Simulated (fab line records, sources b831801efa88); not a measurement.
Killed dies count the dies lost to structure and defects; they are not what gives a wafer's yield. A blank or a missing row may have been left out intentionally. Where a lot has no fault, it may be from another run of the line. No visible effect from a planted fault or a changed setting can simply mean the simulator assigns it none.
8D (eight disciplines) problem report, filled in by code	flow sky130	the parts of the form that need people (team, actions taken, sign-off) are left out

== 1. WHAT IS WRONG ==
At SKY_SONOS_ONO_WET_ETCH_16, run_length_s averages 150 s over 6 wafers from 2 lots, while fault-free wafers read 309 s, standard deviation 3.8. That puts it -42 standard deviations away from the usual mean.
The step: etches SiO2 in dHF, target depth 14 nm, time 280 s.
The first sign was on wafer L393.1 at day 17 10:26, on wet_bench-01. Wafers with a number at this step in the record: 36, from 12 lots. Rule for "out", or "out of limits": more than 4 standard deviations from the usual mean. The rest of the wafers with a number are treated as sound.

== 2. WHAT THIS IS AND IS NOT ==
question	is	is not
which readings at this step	run_length_s	-
which lots	L393, L394	L381, L382, L386, L395, L398, L399, L400, L401, L402, L404
which wafers of those lots	all that have a number	-
read on which tools	wet_bench-01	wet_bench-03, wet_bench-04
when	from day 17 10:26	up to then (9 sound wafers); but 21 sound wafers of L395, L398, L399, L400, L401, L402, L404 came after

== 3. THE SUSPECTS, EACH WITH WHAT RULES IT OUT ==
Counting: any tool at a process step up to the reading is kept as a suspect provided that every lot that is out went through it and no sound lot did after the first of them.
- wet_bench-01 at SKY_SONOS_ONO_WET_ETCH_16 (etches SiO2 in dHF, target depth 14 nm, time 280 s): ruled out as a lasting fault. The sound lots L401, L402, L404 went through it after L393, its earliest lot that is out (day 17 10:26).
Left after counting: nothing in the record.

== 4. THE CAUSE (what the simulator had put in) ==
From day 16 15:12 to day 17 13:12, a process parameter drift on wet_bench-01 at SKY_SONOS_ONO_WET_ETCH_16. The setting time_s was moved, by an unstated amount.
Counting ruled it out, wrongly.

== 5. SEQUENCE OF EFFECTS, ordered by route ==
Each row: a reading whose mean over the struck wafers that have a number lies more than 3 standard deviations from the usual. Only readings for which the record gives a usual standard deviation are gone through. hours: the time from each lot's start at the first step in this table that gives one to its start at this step, as a median over the lots. sigmas: the change in usual standard deviations.
hours	step	reading	usual	on struck wafers	change	sigmas
0	SKY_SONOS_ONO_WET_ETCH_16	run_length_s	309 s	150	-159	-42
Process steps it contains:
- SKY_SONOS_ONO_WET_ETCH_16: etches SiO2 in dHF, target depth 14 nm, time 280 s.

== 6. HOW IT WOULD HAVE BEEN CAUGHT EARLIER ==
In this record no reading fell out of limits until day 17 10:26, 19 hours after the fault had begun at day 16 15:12.
